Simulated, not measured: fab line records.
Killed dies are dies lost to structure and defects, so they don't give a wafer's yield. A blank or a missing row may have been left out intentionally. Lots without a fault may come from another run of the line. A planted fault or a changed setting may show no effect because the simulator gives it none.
Matching of chambers	flow gf180mcu	GF_V3_CMP_26 on cmp-02: 4 sister chambers
The step polishes, stops on SiO2, t overpolish 15 s, target thk 0 nm. 8 wafers are shown with their chamber, then 10 later ones without.

## WAFERS PAIRED WITH THEIR CHAMBERS
wafer	chamber	motorCurrentA (A)	timeToEndpointS (s)
L086.1	2	11.3	90
L086.2	1	12.4	84
L086.5	0	12.2	88
L087.2	1	12.9	84
L087.3	3	11.6	88
L087.6	2	10.5	91
L088.4	3	12.2	83
L088.5	0	11.7	85

## WAFERS WITHOUT THEIR CHAMBER
wafer	motorCurrentA (A)	timeToEndpointS (s)
L088.6	11.5	85
L091.4	11.4	80
L091.5	10.0	83
L091.6	11.3	82
L095.1	11.6	84
L095.2	11.1	89
L095.6	12.2	86
L097.1	11.8	87
L097.2	12.2	91
L097.3	12.6	85

## EACH ONE'S CHAMBER
wafer	from the rows above	in truth
L088.6	can't be placed: 3 or 0 or 1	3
L091.4	can't be placed: 3 or 0 or 1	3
L091.5	can't be placed: 2 or 3 or 0 or 1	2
L091.6	can't be placed: 3 or 0 or 1 or 2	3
L095.1	can't be placed: 3 or 0 or 1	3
L095.2	can't be placed: 2 or 0 or 3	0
L095.6	can't be placed: 0 or 3 or 1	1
L097.1	can't be placed: 0 or 3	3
L097.2	can't be placed: 0 or 3 or 2 or 1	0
L097.3	can't be placed: 1 or 3 or 0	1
0 of 10 placed correctly. These rows do not allow placing 10 (true chamber among the candidates in 10). Number placed wrongly: 0.
How it was worked out, from the rows above alone: a wafer's distance from a chamber is the root of the sum, over the readings, of the square of ((its reading less the chamber's mean) divided by the reading's scatter). If the next closest chamber is less than 2 further off than the closest, the wafer can't be placed; otherwise it belongs to the closest. The mean given for a chamber averages the wafers shown for that chamber. The scatter is the square root of a quotient: the sum, over the shown wafers, of each reading's squared deviation from its chamber's mean, divided by wafers minus chambers.
